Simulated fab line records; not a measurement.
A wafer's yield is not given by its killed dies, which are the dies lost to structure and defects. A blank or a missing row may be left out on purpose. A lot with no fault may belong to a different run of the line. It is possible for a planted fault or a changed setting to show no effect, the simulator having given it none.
The tool behind it: which one? | flow sfq-line | Sampling: 15 lots, 45 wafers, 3 of 325 route steps

WHAT EACH GAUGE READ, for each wafer
SFQ_M6_RS_MEAS_938: uses a four-point probe to measure.
lot  | measured     | on            | M6_NB_RS (ohm/sq)
L201 | day 70 17:52 | film-metro-04 | 0.899 0.891 0.891
L203 | day 71 03:38 | film-metro-02 | 0.896 0.897 0.906
L204 | day 71 05:35 | film-metro-01 | 0.906 0.892 0.889
L206 | day 71 14:04 | film-metro-02 | 0.897 0.898 0.891
L207 | day 71 16:26 | film-metro-04 | 0.889 0.892 0.892
L208 | day 71 17:50 | film-metro-01 | 0.885 0.883 0.888
L209 | day 71 19:37 | film-metro-02 | 0.882 0.876 0.882
L210 | day 71 20:51 | film-metro-04 | 0.899 0.895 0.895
L215 | day 72 06:53 | film-metro-04 | 0.900 0.901 0.899
L216 | day 72 12:51 | film-metro-02 | 0.886 0.892 0.882
L217 | day 72 16:29 | film-metro-01 | 0.893 0.891 0.888
L218 | day 72 20:04 | film-metro-02 | 0.880 0.883 0.890
L220 | day 79 10:32 | film-metro-04 | 0.884 0.878 0.885
L222 | day 80 20:43 | film-metro-01 | 0.887 0.888 0.892
L224 | day 81 20:11 | film-metro-02 | 0.881 0.880 0.897

WHAT TOOL EACH LOT RAN ON (gives the tool, then ch and the chambers of the sampled wafers, and finally the start)
lot  | SFQ_TRILAYER_R5_DEP_SPUTTER_133 | SFQ_TRILAYER_R5_STRIP_STRIP_140
L201 | pvd-sputter-06, day 60 10:27    | rie-metal-04 ch 0,1, day 65 09:40
L203 | pvd-sputter-04, day 60 22:27    | rie-metal-04 ch 0,1, day 65 23:04
L204 | pvd-sputter-06, day 61 00:14    | rie-metal-04 ch 0,1, day 66 02:40
L206 | pvd-sputter-03, day 65 10:20    | rie-metal-04 ch 0,1, day 66 13:01
L207 | pvd-sputter-06, day 65 13:20    | rie-metal-02 ch 0,1, day 66 14:13
L208 | pvd-sputter-03, day 65 19:56    | rie-metal-01 ch 0,1, day 66 15:25
L209 | pvd-sputter-04, day 65 22:20    | rie-metal-04 ch 0, day 66 16:37
L210 | pvd-sputter-06, day 66 04:56    | rie-metal-02 ch 0,1, day 66 18:01
L215 | pvd-sputter-06, day 66 17:41    | rie-metal-01 ch 0,1, day 67 00:01
L216 | pvd-sputter-03, day 67 03:52    | rie-metal-01 ch 0,1, day 67 06:32
L217 | pvd-sputter-04, day 67 09:01    | rie-metal-01 ch 0,1, day 67 11:41
L218 | pvd-sputter-03, day 67 11:26    | rie-metal-04 ch 0,1, day 67 14:06
L220 | pvd-sputter-03, day 70 03:01    | rie-metal-02 ch 0,1, day 70 08:29
L222 | pvd-sputter-06, day 71 03:01    | rie-metal-02 ch 1, day 71 07:31
L224 | pvd-sputter-06, day 75 14:53    | rie-metal-02 ch 0,1, day 80 03:37
- SFQ_TRILAYER_R5_DEP_SPUTTER_133: material MoNx, target thk 40 nm, time 66.7 s.
- SFQ_TRILAYER_R5_STRIP_STRIP_140: strips in O2.

WHAT THE TOOLS THEMSELVES READ (means of the sampled wafers that have a number; where no wafer has one, the mark that the record gives instead)
SFQ_TRILAYER_R5_DEP_SPUTTER_133.
lot  | tool           | throttle-valve-pct (%)
L201 | pvd-sputter-06 | 30.6
L203 | pvd-sputter-04 | 28.8
L204 | pvd-sputter-06 | 30.9
L206 | pvd-sputter-03 | 29.8
L207 | pvd-sputter-06 | 30.8
L208 | pvd-sputter-03 | 29.5
L209 | pvd-sputter-04 | 29.9
L210 | pvd-sputter-06 | 30.8
L215 | pvd-sputter-06 | 30.5
L216 | pvd-sputter-03 | 29.6
L217 | pvd-sputter-04 | 28.9
L218 | pvd-sputter-03 | 29.4
L220 | pvd-sputter-03 | 29.2
L222 | pvd-sputter-06 | 30.7
L224 | pvd-sputter-06 | 30.7

SFQ_TRILAYER_R5_STRIP_STRIP_140.
lot  | tool         | drypump-motor-current-A (A) | oes-product-au (a.u.)
L201 | rie-metal-04 | 5.84                        | 0.995
L203 | rie-metal-04 | 5.83                        | 0.995
L204 | rie-metal-04 | 5.86                        | 1.000
L206 | rie-metal-04 | 5.84                        | 0.985
L207 | rie-metal-02 | 5.51                        | 1.008
L208 | rie-metal-01 | 5.59                        | 1.000
L209 | rie-metal-04 | 5.79                        | 0.995
L210 | rie-metal-02 | 5.62                        | 1.001
L215 | rie-metal-01 | 5.59                        | 0.999
L216 | rie-metal-01 | 5.60                        | 1.005
L217 | rie-metal-01 | 5.59                        | 0.996
L218 | rie-metal-04 | 5.88                        | 0.988
L220 | rie-metal-02 | 5.49                        | 1.006
L222 | rie-metal-02 | 5.40                        | 1.003
L224 | rie-metal-02 | 5.59                        | 1.005

THE ANSWER, worked out from the rows above alone
Rule: the lots themselves supply what counts as usual. The widest of any qualifying gaps counts: lots, ordered by their means at a reading, are off when they make up no more than a third of the lots, leave a main group of 4 or more, and stand apart from it by 3 or more times the standard deviation of that group's means. The tables above print the reading to a certain number of digits; a main group whose means all agree to those digits is not used. A lot without any number at a reading at which 4 lots or more have one is off too. The other lots that the step has rows for count as sound. The gauges are gone through in route order, then the tools' own readings, and for those a lot's mean is taken as printed above. The first step at which some lot is off is used, and at that step the reading that is off furthest; a lot without a number counts as furthest.
No lot is off at any reading shown: from this, nothing can be told.

WHAT THE SIMULATOR HAD INSERTED
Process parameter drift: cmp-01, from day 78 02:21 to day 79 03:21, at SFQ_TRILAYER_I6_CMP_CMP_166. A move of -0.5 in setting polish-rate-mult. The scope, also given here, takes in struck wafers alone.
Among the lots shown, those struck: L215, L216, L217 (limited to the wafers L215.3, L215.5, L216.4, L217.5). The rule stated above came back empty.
